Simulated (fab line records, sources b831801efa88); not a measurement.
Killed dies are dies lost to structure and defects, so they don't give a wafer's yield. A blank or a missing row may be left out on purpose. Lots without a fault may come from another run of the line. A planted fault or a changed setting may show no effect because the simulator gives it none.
Which tool did it? | flow gf180mcu | 14 lots, 40 wafers sampled, at 5 steps of a route of 602

WHAT THE GAUGES READ, wafer by wafer
GF_STI_THK_MEAS_24.
lot  | measured    | on            | STI_CVD_23_THK (nm)
L500 | day 2 04:22 | film_metro-04 | 639 636 641
L501 | day 2 08:47 | film_metro-03 | 644 656 644
L502 | day 2 15:07 | film_metro-02 | 652 651 643
L503 | day 2 19:58 | film_metro-03 | 655 645 656
L505 | day 3 05:32 | film_metro-04 | 647 655 649
L506 | day 3 10:04 | film_metro-04 | 643 648 645
L507 | day 3 15:16 | film_metro-03 | 657 665 654
L513 | day 4 23:29 | film_metro-03 | 654 651 665
L516 | day 5 15:25 | film_metro-03 | 701 703
L517 | day 5 19:08 | film_metro-04 | 663 692
L518 | day 6 00:00 | film_metro-02 | 656 695 666
L519 | day 6 06:17 | film_metro-03 | 650 656 656
L522 | day 6 20:58 | film_metro-04 | 652 651 652
L523 | day 7 02:06 | film_metro-04 | 647 644 652

GF_NWELL_OVL_MEAS_07.
lot  | measured    | on         | NWELL_OVL (nm)
L500 | day 3 07:46 | overlay-02 | -2.6 -0.5 -0.7
L501 | day 3 11:34 | overlay-01 | -0.8 -1.2 -2.7
L502 | day 3 19:49 | overlay-02 | -1.5 -1.7 -1.5
L503 | day 4 00:01 | overlay-01 | -0.8 1.6 -0.3
L505 | day 4 10:19 | overlay-02 | 1.1 0.6 0.0
L506 | day 4 15:28 | overlay-02 | -2.7 -1.7 -2.3
L507 | day 4 20:29 | overlay-01 | 1.3 1.4 1.5
L513 | day 6 06:49 | overlay-01 | -0.5 -0.5 -0.5
L516 | day 6 23:43 | overlay-02 | -0.2 -1.6
L517 | day 7 03:58 | overlay-01 | -0.9 -0.3
L518 | day 7 09:58 | overlay-01 | -2.7 -0.4 -1.0
L519 | day 7 15:22 | overlay-01 | -1.4 -2.1 -3.4
L522 | day 8 06:49 | overlay-02 | -0.9 -1.0 0.2
L523 | day 8 13:28 | overlay-01 | -0.4 -1.3 -1.3

GF_VT_IMPLANT_OVL_MEAS_18.
lot  | measured     | on         | VT_IMPLANT_01_OVL (nm)
L500 | day 6 06:10  | overlay-01 | 2.7 1.7 3.3
L501 | day 6 10:37  | overlay-02 | 3.1 2.7 1.9
L502 | day 6 19:31  | overlay-02 | 0.3 0.2 -0.8
L503 | day 7 02:01  | overlay-01 | 0.0 0.4 -1.2
L505 | day 7 12:07  | overlay-01 | 0.9 1.6 0.1
L506 | day 7 19:25  | overlay-02 | -2.6 -1.6 0.2
L507 | day 7 23:59  | overlay-02 | 1.0 1.0 0.4
L513 | day 9 17:22  | overlay-02 | 0.3 0.6 1.3
L516 | day 10 12:17 | overlay-02 | 0.4 1.1
L517 | day 10 18:46 | overlay-01 | -0.7 -1.4
L518 | day 11 01:40 | overlay-01 | -0.2 0.4 0.2
L519 | day 11 07:25 | overlay-02 | 0.0 -0.9 0.6
L522 | day 12 01:04 | overlay-01 | 0.6 0.3 -0.6
L523 | day 12 10:25 | overlay-02 | 2.0 2.2 1.4

WHICH TOOL RAN EACH LOT (tool, then ch and the chambers of the sampled wafers, then the start)
lot  | GF_STI_ETCH_14                  | GF_STI_CVD_23
L500 | rie_si-02 ch 0,1, day 2 01:31   | hdpcvd-02 ch 0,1, day 2 04:17
L501 | rie_si-01 ch 0,1,3, day 2 06:43 | hdpcvd-02 ch 0,2, day 2 08:42
L502 | rie_si-01 ch 0,1,3, day 2 13:17 | hdpcvd-02 ch 1,2, day 2 15:02
L503 | rie_si-01 ch 0,1, day 2 17:37   | hdpcvd-01 ch 0,2, day 2 19:50
L505 | rie_si-02 ch 0,1,3, day 3 02:40 | hdpcvd-01 ch 0,2, day 3 05:28
L506 | rie_si-02 ch 0,1,2, day 3 08:14 | hdpcvd-01 ch 0,1,2, day 3 09:59
L507 | rie_si-01 ch 1,2,3, day 3 13:21 | hdpcvd-01 ch 0,1,2, day 3 15:11
L513 | rie_si-01 ch 1,3, day 4 21:40   | hdpcvd-01 ch 0,2, day 4 23:23
L516 | rie_si-02 ch 1,2, day 5 13:17   | hdpcvd-01 ch 0,1, day 5 15:20
L517 | rie_si-02 ch 0,1, day 5 16:55   | hdpcvd-01 ch 0,1, day 5 19:03
L518 | rie_si-02 ch 0,1,2, day 5 21:58 | hdpcvd-01 ch 0,1,2, day 5 23:56
L519 | rie_si-02 ch 1,2,3, day 6 03:41 | hdpcvd-02 ch 0,2, day 6 06:10
L522 | rie_si-01 ch 1,2, day 6 18:49   | hdpcvd-02 ch 1,2, day 6 20:50
L523 | rie_si-01 ch 0,3, day 7 00:16   | hdpcvd-02 ch 1,2, day 7 01:59
- GF_STI_ETCH_14: etches Si in HBr/Cl2/O2, target depth 360 nm, time 102.9 s.
- GF_STI_CVD_23: deposits SiO2, target thk 650 nm, time 108.3 s.

WHAT THE TOOLS THEMSELVES READ (means of the sampled wafers that have a number; where no wafer has one, the mark that the record gives instead)
GF_STI_ETCH_14.
lot  | tool      | O2_flow_sccm (sccm) | drypump_motor_current_A (A) | oes_product_au (a.u.) | throttle_valve_pct (%)
L500 | rie_si-02 | 5.996               | 5.9                         | 1.011                 | 25.654
L501 | rie_si-01 | 6.002               | 5.7                         | 0.993                 | 25.669
L502 | rie_si-01 | 6.015               | 5.7                         | 0.990                 | 25.659
L503 | rie_si-01 | 6.043               | 5.7                         | 0.988                 | 25.660
L505 | rie_si-02 | 5.991               | 5.8                         | 1.005                 | 25.649
L506 | rie_si-02 | 6.013               | 5.8                         | 0.998                 | 25.668
L507 | rie_si-01 | 6.007               | 5.5                         | 0.995                 | 25.660
L513 | rie_si-01 | 6.020               | 5.4                         | 0.984                 | 25.665
L516 | rie_si-02 | 6.002               | 5.7                         | 0.996                 | 25.660
L517 | rie_si-02 | 5.998               | 5.8                         | 0.993                 | 25.664
L518 | rie_si-02 | 6.009               | 5.9                         | 0.995                 | 25.667
L519 | rie_si-02 | 6.009               | 5.7                         | 0.991                 | 25.653
L522 | rie_si-01 | 6.007               | 5.7                         | 0.990                 | 25.649
L523 | rie_si-01 | 6.014               | 5.7                         | 0.994                 | 25.665

THE ANSWER, worked out from the rows above alone
Rule: what is usual is taken from the lots themselves. Put in order of their means at a reading, lots are off if they are a third of the lots or fewer, leave a main group of 4 or more, and stand apart from it by a gap of 3 or more times the standard deviation of the main group's means; of several such gaps the widest counts. A main group whose means are all the same, to the digits that the tables above print for the reading, isn't used. A lot without any number at a reading at which 4 lots or more have one is off too. The other lots that the step has rows for count as sound. The gauges are gone through in route order, then the tools' own readings, and for those a lot's mean is taken as printed above. The first step at which some lot is off is used, and at that step the reading that is off furthest; a lot without a number counts as furthest.
No lot is off at any reading shown: from this, nothing can be told.

WHAT THE SIMULATOR HAD PUT IN
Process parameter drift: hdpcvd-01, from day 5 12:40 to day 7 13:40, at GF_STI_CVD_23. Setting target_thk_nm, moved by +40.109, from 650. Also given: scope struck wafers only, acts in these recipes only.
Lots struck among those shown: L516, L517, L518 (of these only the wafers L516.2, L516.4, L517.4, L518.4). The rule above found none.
